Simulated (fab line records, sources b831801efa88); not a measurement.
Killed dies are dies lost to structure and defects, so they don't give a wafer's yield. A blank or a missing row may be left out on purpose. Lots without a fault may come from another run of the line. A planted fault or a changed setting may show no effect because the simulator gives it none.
Which tool did it? | flow gf180mcu | 6 lots, 18 wafers sampled, at 3 steps of a route of 602

WHAT THE GAUGES READ, wafer by wafer
GF_V3_BOW_MEAS_05.
lot  | measured     | on            | V3_BOW (um)
L214 | day 22 00:48 | film_metro-02 | 121 104 110
L216 | day 22 16:44 | film_metro-01 | 120 114 126
L218 | day 23 05:26 | film_metro-04 | 107 107 105
L220 | day 24 00:05 | film_metro-01 | 117 116 117
L223 | day 25 06:08 | film_metro-01 | 104 119 110
L234 | day 28 11:56 | film_metro-01 | 119 119

WHICH TOOL RAN EACH LOT (tool, then ch and the chambers of the sampled wafers, then the start)
lot  | GF_HV_LDD_ETCHBACK_58              | GF_M2_SPUTTER_04
L214 | rie_diel-04 ch 0,2, day 13 00:26   | pvd_sputter-01, day 18 19:41
L216 | rie_diel-02 ch 0,1,3, day 13 15:17 | pvd_sputter-04, day 19 12:08
L218 | rie_diel-04 ch 0,3, day 14 04:44   | pvd_sputter-04, day 20 03:11
L220 | rie_diel-01 ch 1,2, day 14 19:53   | pvd_sputter-02, day 20 22:49
L223 | rie_diel-02 ch 2,3, day 16 01:07   | pvd_sputter-04, day 22 06:15
L234 | rie_diel-02 ch 0,1,3, day 19 15:25 | pvd_sputter-01, day 25 18:02
- GF_HV_LDD_ETCHBACK_58: etches Si3N4 in CH3F/O2, stops on SiO2, time 100 s, target depth 90 nm.
- GF_M2_SPUTTER_04: material TiN, target thk 50 nm, time 41.7 s.

THE ANSWER, worked out from the rows above alone
Rule: what is usual is taken from the lots themselves. Put in order of their means at a reading, lots are off if they are a third of the lots or fewer, leave a main group of 4 or more, and stand apart from it by a gap of 3 or more times the standard deviation of the main group's means; of several such gaps the widest counts. A main group whose means are all the same, to the digits that the tables above print for the reading, isn't used. A lot without any number at a reading at which 4 lots or more have one is off too. The other lots that the step has rows for count as sound.
No lot is off at any reading shown: from this, nothing can be told.

WHAT THE SIMULATOR HAD PUT IN
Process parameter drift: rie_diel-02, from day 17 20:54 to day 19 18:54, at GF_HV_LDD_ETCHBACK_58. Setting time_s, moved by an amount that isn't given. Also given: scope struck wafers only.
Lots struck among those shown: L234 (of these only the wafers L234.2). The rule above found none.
